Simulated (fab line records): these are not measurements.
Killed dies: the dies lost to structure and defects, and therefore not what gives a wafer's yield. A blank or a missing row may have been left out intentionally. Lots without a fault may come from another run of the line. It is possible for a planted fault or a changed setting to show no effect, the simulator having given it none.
Chamber matching || flow sfq line || SFQ_TRILAYER_I0_CMP_CMP_028 on cmp-01 has 4 sister chambers
The step polishes SiO2. 4 wafers are shown with their chamber, then 7 later ones without.

WAFERS WITH THEIR CHAMBER
{"wafer": "L624.4", "chamber": 1, "motor current A (A)": 10.8}
{"wafer": "L630.5", "chamber": 2, "motor current A (A)": 11.1}
{"wafer": "L636.4", "chamber": 0, "motor current A (A)": 10.6}
{"wafer": "L636.5", "chamber": 3, "motor current A (A)": 8.7}

WAFERS WITH NO CHAMBER GIVEN
{"wafer": "L636.6", "motor current A (A)": 11.6}
{"wafer": "L637.2", "motor current A (A)": 11.3}
{"wafer": "L637.3", "motor current A (A)": 10.9}
{"wafer": "L637.4", "motor current A (A)": 8.7}
{"wafer": "L641.1", "motor current A (A)": 8.3}
{"wafer": "L641.3", "motor current A (A)": 10.8}
{"wafer": "L641.6", "motor current A (A)": 11.1}

WHICH CHAMBER EACH WENT THROUGH
{"wafer": "L636.6", "from the rows above": "can't be placed: 2 or 1 or 0", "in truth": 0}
{"wafer": "L637.2", "from the rows above": "can't be placed: 2 or 1 or 0", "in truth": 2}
{"wafer": "L637.3", "from the rows above": "can't be placed: 1 or 2 or 0", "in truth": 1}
{"wafer": "L637.4", "from the rows above": 3, "in truth": 3}
{"wafer": "L641.1", "from the rows above": 3, "in truth": 3}
{"wafer": "L641.3", "from the rows above": "can't be placed: 1 or 0 or 2", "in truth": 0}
{"wafer": "L641.6", "from the rows above": "can't be placed: 2 or 1 or 0", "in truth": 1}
2 of 7 placed correctly. These rows do not allow placing 5 (true chamber among the candidates in 5). Placed wrongly: 0.
How it was worked out, from the rows above alone: a wafer's distance from a chamber is the root of the sum, over the readings, of the square of ((its reading less the chamber's mean) divided by the reading's scatter). The wafer belongs to the nearest chamber; if the next one is less than 2 further off, it can't be placed. The mean given for a chamber averages the wafers shown for that chamber. The scatter: root of mean squared gap, hidden wafer to nearest shown wafer, with one shown wafer a chamber.
